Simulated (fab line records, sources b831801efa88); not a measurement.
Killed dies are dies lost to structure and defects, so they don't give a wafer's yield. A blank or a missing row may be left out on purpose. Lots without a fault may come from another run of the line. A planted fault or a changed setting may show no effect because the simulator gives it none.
A struck lot beside a sound one | flow sky130 | 15 steps out of a route of 708
Sound: wafers L289.2, L289.3, L289.5. Struck: wafers L300.2, L300.5, L300.6. The cause comes at the end.
At each step with rows: each side's tool, then ch and its chambers, then its first start. Under that, the readings that differ: sound wafers | struck wafers | difference of the means | sigmas: that difference in standard deviations of wafers without a fault.
alike: readings whose means differ by less than 2 such deviations, and words and numbers that are the same on both sides. not compared: withheld readings, readings that some wafer has no value for, bounds like >300 that may hide the same value, and numbers for which the record gives no deviation and whose values overlap.
The two part at a step that has a row with sigmas, a row that says differs or no value, or rows on one side only. Numbers that don't overlap but have no deviation are shown without sigmas and don't part them. A reading that every wafer of one side lacks parts them only if that side has two wafers or more.

SKY_GATE_OXIDE_OVL_MEAS_10:
  sound on overlay-02, day 13 05:53; struck on overlay-02, day 17 11:23
  alike: GATE_OXIDE_OVL
then, 2 steps without rows for these wafers: SKY_GATE_OXIDE_IMPLANT_11; SKY_GATE_OXIDE_WET_ETCH_12 (etches SiO2 in dHF, target depth 16.8 nm, time 336 s).
SKY_GATE_OXIDE_STRIP_13: strips in O2/N2.
  sound on plasma_asher-04 ch 0,1, day 13 06:11; struck on plasma_asher-02 ch 0,1, day 17 11:40
  alike: drypump_motor_current_A, oes_product_au, strip_time_to_endpoint_s
  not compared: rf_hours_counter_h
SKY_GATE_OXIDE_TW_MEAS_14:
  sound on film_metro-02, day 13 06:17; struck on film_metro-02, day 17 11:46
  alike: GATE_OXIDE_TW
then, 3 steps without rows for these wafers: SKY_GATE_OXIDE_CLEAN_15 (cleans in SC1/SC2, time 150 s); SKY_GATE_OXIDE_OXIDATION_16 (stabilise 600 s, purge 300 s, target thk 3.57 nm); SKY_POLY_GATE_CVD_00 (deposits poly-Si, target thk 180 nm, time 720 s).
SKY_POLY_GATE_THK_MEAS_01:
  sound on film_metro-03, day 13 10:25; struck on film_metro-03, day 17 14:37
  alike: POLY_GATE_CVD_00_THK
then, 3 steps without rows for these wafers: SKY_RES_PROTECT_DEHYDRATE_00 (time 60 s); SKY_RES_PROTECT_HMDS_01 (prime time 60 s); SKY_RES_PROTECT_COAT_02 (resist thk 1140 nm).
SKY_RES_PROTECT_SOFTBAKE_03: time 60 s.
  sound on litho_track-02 ch 0, day 13 23:04; struck on litho_track-04 ch 0, day 18 05:08
  reading                  | sound             | struck            | difference | sigmas
  heater_power_total_W (W) | 56.60 56.64 56.61 | 60.69 60.65 60.60 | +4.03      | +82
  run_length_s (s)         | 89.01 89.21 89.12 | 77.84 77.87 77.77 | -11.29     | -51
  alike: chill_plate_temp_C
then, 2 steps without rows for these wafers: SKY_RES_PROTECT_EXPOSE_04 (exposes mask RPM, target cd 1270 nm); SKY_PAD_OPEN_PROBE_99.

WHERE THEY PART
Only at SKY_RES_PROTECT_SOFTBAKE_03, within this record.

WHY: what the simulator had put in
Process parameter drift: litho_track-04, from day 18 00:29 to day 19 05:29, at SKY_RES_PROTECT_SOFTBAKE_03. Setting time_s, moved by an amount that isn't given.
